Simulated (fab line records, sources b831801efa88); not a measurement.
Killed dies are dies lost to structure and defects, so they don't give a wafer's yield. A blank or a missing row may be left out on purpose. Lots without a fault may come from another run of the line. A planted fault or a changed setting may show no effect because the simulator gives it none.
Chamber matching | flow sky130 | SKY_VIA4_CMP_21 on cmp-01: 4 sister chambers
The step polishes, stops on SiO2, t overpolish 25 s, target thk 0 nm. 8 wafers are shown with their chamber, then 8 later ones without.

WAFERS WITH THEIR CHAMBER
wafer  | chamber | motor_current_A (A) | slurry_filter_dp_kPa (kPa)
L853.4 | 0       | 11.3                | 13.62
L855.6 | 0       | 11.9                | 13.65
L857.2 | 3       | 9.6                 | 13.59
L857.6 | 2       | 10.4                | 13.36
L859.2 | 1       | 11.2                | 13.58
L859.3 | 2       | 9.8                 | 13.52
L859.5 | 1       | 11.2                | 13.38
L860.1 | 3       | 9.2                 | 13.63

WAFERS WITHOUT THEIR CHAMBER
wafer  | motor_current_A (A) | slurry_filter_dp_kPa (kPa)
L860.3 | 9.8                 | 13.54
L860.5 | 11.7                | 13.32
L861.1 | 11.5                | 13.85
L861.3 | 11.5                | 13.69
L861.6 | 9.7                 | 13.60
L869.4 | 9.9                 | 13.51
L869.5 | 10.3                | 13.26
L869.6 | 11.1                | 13.72

WHICH CHAMBER EACH WENT THROUGH
wafer  | from the rows above     | in truth
L860.3 | can't be placed: 2 or 3 | 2
L860.5 | can't be placed: 1 or 0 | 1
L861.1 | can't be placed: 0 or 1 | 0
L861.3 | can't be placed: 0 or 1 | 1
L861.6 | can't be placed: 3 or 2 | 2
L869.4 | can't be placed: 2 or 3 | 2
L869.5 | can't be placed: 2 or 1 | 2
L869.6 | can't be placed: 0 or 1 | 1
Placed correctly: 0 of 8. Can't be placed from these rows: 8 (the true chamber is among the candidates in 8). Placed wrongly: 0.
How it was worked out, from the rows above alone: a wafer's distance from a chamber is the root of the sum, over the readings, of the square of ((its reading less the chamber's mean) divided by the reading's scatter). The wafer belongs to the nearest chamber; if the next one is less than 2 further off, it can't be placed. A chamber's mean is the mean of its shown wafers. The scatter: the root of (the sum of the squares of (reading less its chamber's mean) over the shown wafers, divided by (wafers less chambers)).
